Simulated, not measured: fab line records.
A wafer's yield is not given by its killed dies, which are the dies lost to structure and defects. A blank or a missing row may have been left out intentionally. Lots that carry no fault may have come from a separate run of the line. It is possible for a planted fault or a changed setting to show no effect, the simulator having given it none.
A struck lot beside a sound one -- flow sfqLine -- 14 steps out of a route of 325
Sound: the wafers L554.3, L554.4, L554.6. Struck: wafers L552.1, L552.2, L552.5. Last of all comes the cause.
Each step with rows lists, per side, the tool, then ch with its chambers, then its first start. Under that, the readings that differ: sound wafers -- struck wafers -- difference of the means -- sigmas: that difference in standard deviations of wafers without a fault.
alike: readings with means less than 2 such deviations apart, plus words and numbers identical on both sides. not compared: withheld readings, readings lacking a value on some wafer, bounds such as >300 that could conceal the same value, and numbers that have no deviation in the record and whose values overlap.
Wherever a step has rows on one side only, a row that says differs or no value, or a row with sigmas, the two part there. Non-overlapping numbers with no deviation appear without sigmas and do not part them. A reading missing from all wafers of one side parts the sides only when that side holds two or more wafers.

first, 6 steps without rows for these wafers: SFQ_TRILAYER_I3_VIA_LITHO_COAT_090 (resist thk 62 nm); SFQ_TRILAYER_I3_VIA_LITHO_COAT_085 (resist thk 650 nm); SFQ_TRILAYER_I3_VIA_LITHO_SOFTBAKE_089; SFQ_TRILAYER_I3_VIA_LITHO_EXPOSE_086 (exposes mask I3, target cd 500 nm); SFQ_TRILAYER_I3_VIA_LITHO_PEB_088 (peb time 60 s); SFQ_TRILAYER_I3_VIA_LITHO_DEVELOP_087 (time 60 s).
SFQ_I3_OVL_MEAS_923:
  sound on overlay-02 at day 49 18:40; struck on overlay-02 at day 49 10:15
  alike: I3_OVL
SFQ_TRILAYER_I3_VIA_BARC_OPEN_VIA_ETCH_121: etches BARC in O2, target depth 125 nm, time 41.7 s.
  sound on rieDiel-04 ch 0,1,2, day 49 18:41; struck on rieDiel-03 ch 1,3, day 49 10:17
  alike: drypumpMotorCurrentA, oesProductAu
  not compared: rfHoursCounterH
SFQ_TRILAYER_I3_VIA_ETCH_VIA_ETCH_088: etches SiO2 in CHF3, stops on Nb, target depth 260 nm.
  sound on rieDiel-04 ch 0,1,2, day 49 18:44; struck on rieDiel-03 ch 1,3, day 49 10:20
  alike: drypumpMotorCurrentA, oesProductAu
SFQ_TRILAYER_I3_VIA_STRIP_STRIP_089: strips in O2.
  sound on rieMetal-03 ch 0,1, day 49 19:02; struck on rieMetal-02 ch 0,1, day 49 10:26
reading,sound,struck,difference,sigmas
drypumpMotorCurrentA (A),6.4 6.0 6.4,5.1 5.4 5.4,-1.0,-2
oesProductAu (a.u.),1.012 1.004 1.014,0.985 0.982 0.977,-0.029,-2
  not compared: rfHoursCounterH
then, 2 steps without rows for these wafers: SFQ_TRILAYER_I3_VIA_STRIP_SOLV_CLEAN_090 (cleans in NMP, time 600 s); SFQ_TRILAYER_M4_DEP_PRE_CLEAN_092 (time 22.5 s).
SFQ_TRILAYER_M4_DEP_SPUTTER_091: material Nb, target thk 200 nm, time 128.8 s.
  sound on pvdSputter-05 at day 49 19:38; struck on pvdSputter-03 at day 49 11:30
  alike: throttleValvePct
SFQ_M4_RS_MEAS_924: uses a four-point probe to measure.
  sound on filmMetro-04 at day 49 19:46; struck on filmMetro-04 at day 49 11:53
reading,sound,struck,difference,sigmas
M4_NB_RS (ohm/sq),0.940 0.933 0.935,0.460 0.458 0.453,-0.479,-40

== WHERE THEY PART ==
Earliest at SFQ_TRILAYER_I3_VIA_STRIP_STRIP_089; latest, in this record, at SFQ_M4_RS_MEAS_924.

WHY: whatever the simulator had introduced
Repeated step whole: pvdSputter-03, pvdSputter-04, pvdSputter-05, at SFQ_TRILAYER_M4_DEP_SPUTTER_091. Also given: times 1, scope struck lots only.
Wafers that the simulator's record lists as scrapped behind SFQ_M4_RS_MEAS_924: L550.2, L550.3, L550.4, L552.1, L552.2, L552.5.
